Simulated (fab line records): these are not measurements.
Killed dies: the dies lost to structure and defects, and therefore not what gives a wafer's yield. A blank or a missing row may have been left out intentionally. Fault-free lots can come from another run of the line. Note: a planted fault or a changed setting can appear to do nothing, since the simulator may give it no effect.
Matching of chambers :: flow sky130 :: 3 sister chambers for SKY_CAPM_CVD_00 on pecvd-03
The step deposits SiO2, target thk 15.5 nm. 18 wafers are shown with their chamber, then 9 later ones without.

WAFERS, EACH WITH ITS CHAMBER
wafer: L074.1
chamber: 1
rfFwdPowerW (W): 438.4
heaterPowerW (W): 658

wafer: L074.2
chamber: 0
rfFwdPowerW (W): 442.6
heaterPowerW (W): 700

wafer: L074.3
chamber: 2
rfFwdPowerW (W): 440.0
heaterPowerW (W): 862

wafer: L076.1
chamber: 1
rfFwdPowerW (W): 439.2
heaterPowerW (W): 620

wafer: L076.3
chamber: 0
rfFwdPowerW (W): 441.9
heaterPowerW (W): 725

wafer: L076.6
chamber: 0
rfFwdPowerW (W): 441.1
heaterPowerW (W): 699

wafer: L081.2
chamber: 0
rfFwdPowerW (W): 441.7
heaterPowerW (W): 720

wafer: L081.4
chamber: 0
rfFwdPowerW (W): 442.8
heaterPowerW (W): 735

wafer: L081.6
chamber: 2
rfFwdPowerW (W): 440.0
heaterPowerW (W): 814

wafer: L082.2
chamber: 0
rfFwdPowerW (W): 441.5
heaterPowerW (W): 614

wafer: L082.3
chamber: 2
rfFwdPowerW (W): 438.5
heaterPowerW (W): 821

wafer: L082.4
chamber: 1
rfFwdPowerW (W): 439.3
heaterPowerW (W): 642

wafer: L087.1
chamber: 1
rfFwdPowerW (W): 438.7
heaterPowerW (W): 572

wafer: L087.3
chamber: 0
rfFwdPowerW (W): 441.5
heaterPowerW (W): 699

wafer: L087.4
chamber: 1
rfFwdPowerW (W): 439.2
heaterPowerW (W): 559

wafer: L089.1
chamber: 1
rfFwdPowerW (W): 439.6
heaterPowerW (W): 612

wafer: L089.2
chamber: 2
rfFwdPowerW (W): 438.2
heaterPowerW (W): 754

wafer: L089.5
chamber: 2
rfFwdPowerW (W): 440.0
heaterPowerW (W): 765

SIGNATURES (averages over the wafers above)
reading: rfFwdPowerW
chamber 0: 441.871
chamber 1: 439.067
chamber 2: 439.340
scatter within a chamber: 0.661

reading: heaterPowerW
chamber 0: 698.86
chamber 1: 610.50
chamber 2: 803.20
scatter within a chamber: 40.7
Rule: distance of a wafer from a chamber = root of the sum over the readings of ((wafer's reading minus chamber's mean) / reading's scatter) squared. If the next closest chamber is less than 2 further off than the closest, the wafer can't be placed; otherwise it belongs to the closest. The scatter: the root of (the sum of the squares of (reading less its chamber's mean) over the shown wafers, divided by (wafers less chambers)).

WAFERS WITHOUT THEIR CHAMBER
wafer: L091.1
rfFwdPowerW (W): 437.5
heaterPowerW (W): 811

wafer: L091.3
rfFwdPowerW (W): 439.8
heaterPowerW (W): 692

wafer: L091.6
rfFwdPowerW (W): 438.3
heaterPowerW (W): 812

wafer: L093.2
rfFwdPowerW (W): 439.6
heaterPowerW (W): 734

wafer: L093.4
rfFwdPowerW (W): 441.2
heaterPowerW (W): 564

wafer: L093.6
rfFwdPowerW (W): 443.1
heaterPowerW (W): 741

wafer: L095.2
rfFwdPowerW (W): 440.1
heaterPowerW (W): 869

wafer: L095.3
rfFwdPowerW (W): 439.1
heaterPowerW (W): 667

wafer: L095.4
rfFwdPowerW (W): 440.2
heaterPowerW (W): 677

EACH ONE'S CHAMBER
wafer: L091.1
from the rows above: 2
in truth: 2

wafer: L091.3
from the rows above: can't be placed: 1 or 2 or 0
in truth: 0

wafer: L091.6
from the rows above: 2
in truth: 2

wafer: L093.2
from the rows above: can't be placed: 2 or 1 or 0
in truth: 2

wafer: L093.4
from the rows above: can't be placed: 1 or 0
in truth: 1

wafer: L093.6
from the rows above: 0
in truth: 0

wafer: L095.2
from the rows above: 2
in truth: 2

wafer: L095.3
from the rows above: can't be placed: 1 or 2
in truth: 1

wafer: L095.4
from the rows above: can't be placed: 1 or 0 or 2
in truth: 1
Correct placement for 4 of the 9. Unplaceable from these rows: 5, with the true chamber sitting among the candidates in 5. 0 placed wrongly.
